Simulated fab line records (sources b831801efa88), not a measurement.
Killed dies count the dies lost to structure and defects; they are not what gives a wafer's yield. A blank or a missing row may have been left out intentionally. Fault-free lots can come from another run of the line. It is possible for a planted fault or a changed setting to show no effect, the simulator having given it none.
A sampling plan put to the test ; flow sky130 ; one fab line, 11 faults that these records tell of, each judged on the records of the lots that it struck
The line's own looks make up the plan; these are the steps of the route where a gauge or inspection reads the wafer and leaves it unchanged. Where struck wafers have a number at a look and the file lists that look's usual mean and standard deviation on fault-free wafers, the look can be judged. Caught: a look later than the fault's first step finds the struck wafers' mean 4 or more of those standard deviations (sigma) from the usual mean. On the tool: the same test on the tool's own readings at the fault's steps. If the struck wafers alone have a blank record, or they carry another recipe, that too counts as caught.

## THE FAULTS, as the simulator had put them in
1. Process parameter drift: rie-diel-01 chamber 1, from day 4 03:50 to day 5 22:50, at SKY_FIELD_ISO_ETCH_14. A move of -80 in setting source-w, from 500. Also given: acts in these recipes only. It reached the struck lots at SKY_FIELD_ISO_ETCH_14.
2. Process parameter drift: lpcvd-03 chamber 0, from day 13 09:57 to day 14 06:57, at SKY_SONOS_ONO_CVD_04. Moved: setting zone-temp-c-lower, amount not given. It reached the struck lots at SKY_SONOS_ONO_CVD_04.
3. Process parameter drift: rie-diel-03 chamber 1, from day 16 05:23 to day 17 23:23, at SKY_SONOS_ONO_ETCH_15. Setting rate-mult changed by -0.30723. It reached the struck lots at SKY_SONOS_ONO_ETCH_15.
4. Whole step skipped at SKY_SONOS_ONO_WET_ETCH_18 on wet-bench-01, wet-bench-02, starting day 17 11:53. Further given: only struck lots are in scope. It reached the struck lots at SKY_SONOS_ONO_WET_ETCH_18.
5. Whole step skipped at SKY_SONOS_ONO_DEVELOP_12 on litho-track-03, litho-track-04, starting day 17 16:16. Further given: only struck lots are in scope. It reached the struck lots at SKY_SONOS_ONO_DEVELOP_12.
6. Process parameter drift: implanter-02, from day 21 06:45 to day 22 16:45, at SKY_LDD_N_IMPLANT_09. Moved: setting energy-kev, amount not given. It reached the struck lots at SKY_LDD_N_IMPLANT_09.
7. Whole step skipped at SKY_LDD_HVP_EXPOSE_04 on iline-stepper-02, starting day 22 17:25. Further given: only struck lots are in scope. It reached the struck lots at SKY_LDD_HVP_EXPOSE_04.
8. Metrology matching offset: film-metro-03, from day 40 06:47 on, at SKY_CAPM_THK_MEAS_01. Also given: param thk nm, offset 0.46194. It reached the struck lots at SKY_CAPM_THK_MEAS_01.
9. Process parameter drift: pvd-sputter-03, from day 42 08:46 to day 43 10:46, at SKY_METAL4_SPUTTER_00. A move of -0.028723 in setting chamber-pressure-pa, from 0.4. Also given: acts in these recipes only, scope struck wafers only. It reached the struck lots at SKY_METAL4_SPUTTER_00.
10. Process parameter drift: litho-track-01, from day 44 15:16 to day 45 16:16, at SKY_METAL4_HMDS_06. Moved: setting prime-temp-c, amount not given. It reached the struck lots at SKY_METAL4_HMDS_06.
11. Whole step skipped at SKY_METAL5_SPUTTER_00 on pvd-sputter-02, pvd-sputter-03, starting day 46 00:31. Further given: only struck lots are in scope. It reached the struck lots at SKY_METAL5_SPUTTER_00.

## WHAT THE PLAN SAW
fault;on the tool itself;first look that catches it;reading, sigma;median hours from its first step to that look;hours from the fault's start to the first struck lot there;judged looks passed uncaught
1;rf-fwd-power-W -35 sigma;not the one look that can be judged after it;-;-;-;1
2;spike-tc-lower-C +45 sigma;no look after it can be judged;-;-;-;0
3;oes-product-au -18 sigma;no look after it can be judged;-;-;-;0
4;the tool's record is blank for the struck wafers;none of the 3 looks that can be judged after it;-;-;-;3
5;the tool's record is blank for the struck wafers;no look after it can be judged;-;-;-;0
6;beam-energy-keV -99 or beyond sigma;not the one look that can be judged after it;-;-;-;1
7;no reading that can be judged;none of the 2 looks that can be judged after it;-;-;-;2
8;only faintly: CAPM_CVD_00_THK +2.6 sigma;no look after it can be judged;-;-;-;0
9;chamber-pressure-pa -32 sigma;no look after it can be judged;-;-;-;0
10;prime-temp-c -53 sigma;no look after it can be judged;-;-;-;0
11;the tool's record is blank for the struck wafers;none of the 2 looks that can be judged after it;-;-;-;2
A dash: the fault is not caught, or the number is missing from these records.

Caught at a look: 0 of 11. Caught on the tool: 9 of 11. By one or the other: 9 of 11.
Faults 1, 2, 3, 4, 5, 6, 9, 10, 11 were caught on the tool alone.
Caught by neither: faults 7, 8.
